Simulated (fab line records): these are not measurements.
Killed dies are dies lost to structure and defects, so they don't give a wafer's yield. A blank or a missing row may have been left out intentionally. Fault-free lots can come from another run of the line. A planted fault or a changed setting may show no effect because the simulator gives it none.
Split-lot experiment -- flow sky130 -- 5 lots, 23 wafers read, on a route of 708 steps

== SPLIT DETAILS ==
At SKY_CAP2M_COAT_07 (resist thk 1140 nm), the setting resist-thk-nm was moved away from the recipe's 1140 nm on 7 of the 23 wafers read, by -4.6% to +3.9%. This setting was run at the recipe's value on the other wafers.

No step appears in the file between the split and the reading.

== THE READING ==
NOVOLAK_of_CAP2M_COAT_07.thk-nm (the simulator's own value, which no gauge read), in nm, at SKY_CAP2M_METAL_ETCH_13 (etches TiN in Cl2/BCl3, stops on SiO2, target depth 220 nm, time 62.9 s). No usual value for it is given in the file. Here, 16 wafers ran the recipe; their average is 992.4 nm with a standard deviation of 7.7 nm.

wafer,"tool, chamber at the split","resist-thk-nm as run, nm",against the recipe,"NOVOLAK_of_CAP2M_COAT_07.thk-nm, nm",against lot-mates on the recipe
L074.1,"litho-track-03, 0",1140,recipe,983.4,-
L074.3,"litho-track-03, 0",1140,recipe,985.1,-
L074.4,"litho-track-03, 0",1184,+3.9%,1017,+36.8
L074.5,"litho-track-03, 0",1140,recipe,972.1,-
L074.6,"litho-track-03, 0",1184,+3.9%,1013,+32.8
L075.1,"litho-track-04, 0",1140,recipe,999.2,-
L075.3,"litho-track-04, 0",1140,recipe,999.4,-
L075.4,"litho-track-04, 0",1140,recipe,995.6,-
L075.5,"litho-track-04, 0",1140,recipe,992.9,-
L075.6,"litho-track-04, 0",1140,recipe,992.8,-
L078.2,"litho-track-01, 0",1087,-4.6%,939,-51.3
L078.3,"litho-track-01, 0",1087,-4.6%,936.2,-54.1
L078.4,"litho-track-01, 0",1140,recipe,991.4,-
L078.5,"litho-track-01, 0",1140,recipe,989.2,-
L078.6,"litho-track-01, 0",1087,-4.6%,935.1,-55.2
L079.1,"litho-track-04, 0",1140,recipe,992.8,-
L079.2,"litho-track-04, 0",1140,recipe,994.9,-
L079.3,"litho-track-04, 0",1140,recipe,991.7,-
L081.2,"litho-track-01, 0",1140,recipe,990,-
L081.3,"litho-track-01, 0",1140,recipe,1005,-
L081.4,"litho-track-01, 0",1140,recipe,1003,-
L081.5,"litho-track-01, 0",1165,+2.2%,1030,+30.7
L081.6,"litho-track-01, 0",1165,+2.2%,1020,+20.7

FIT RESULTS
A straight line over all 23 wafers: NOVOLAK_of_CAP2M_COAT_07.thk-nm changes by +10.5 nm for each +1% of resist-thk-nm; r = +0.93; the points scatter about the line by 9.6 nm.
The same after taking each lot's own level away (the mean of its wafers on the recipe; 23 wafers): +10.8 nm for each +1%; r = +0.98; scatter 4.7 nm.
That fit puts the effect of the largest move of resist-thk-nm on the reading at 50 nm.
The span of the lots' own levels, 980.20 to 999.33 nm, comes to 2.5 times the standard deviation stated above.
The two slopes agree, so the slope changes little with the lot-to-lot level.
Check: -51 nm against its lot-mates is what the line predicts for one of the wafers moved furthest among these (-4.6%) when that wafer is left out of the fit. Against them it came out at -51.3 nm.

== FURTHER SPLITS ON THESE WAFERS ==
Other splits were also applied to these wafers ahead of the reading. Each is held against what the fit with the lots' levels taken away leaves over:
other split on the same wafers,wafers away from the commonest value,r with NOVOLAK_of_CAP2M_COAT_07.thk-nm (lot level and that fit taken away)
SKY_CAPM_COAT_07 spin-rpm,5,+0.05
SKY_METAL3_EXPOSE_10 dose-mj,7,+0.24
SKY_VIA3_EXPOSE_09 dose-mj,9,-0.06
SKY_VIA3_SPUTTER_20 chamber-pressure-pa,15,+0.28
SKY_METAL4_SPUTTER_02 power-w,8,-0.22

== THE WHOLE CHAIN: every reading that the file lists as answering this split, in the file's order ==
step,what it does,reading,change (the file's fit),r (the file's)
SKY_CAP2M_COAT_07,resist thk 1140 nm,"NOVOLAK_of_CAP2M_COAT_07.thk-nm (the simulator's own value, which no gauge read)",+11.5 nm for each +1% of the setting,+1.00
SKY_CAP2M_METAL_ETCH_13,"etches TiN in Cl2/BCl3, stops on SiO2, target depth 220 nm, time 62.9 s","NOVOLAK_of_CAP2M_COAT_07.thk-nm (the simulator's own value, which no gauge read)",+10.6 nm for each +1% of the setting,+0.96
SKY_CAP2M_STRIP_14,strips in O2/N2,strip-time-to-endpoint-s,withheld for each +1% of the setting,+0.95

== THE FILE'S OWN FIT ==
NOVOLAK_of_CAP2M_COAT_07.thk-nm changes by +10.6 nm for each +1% of resist-thk-nm, r = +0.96.
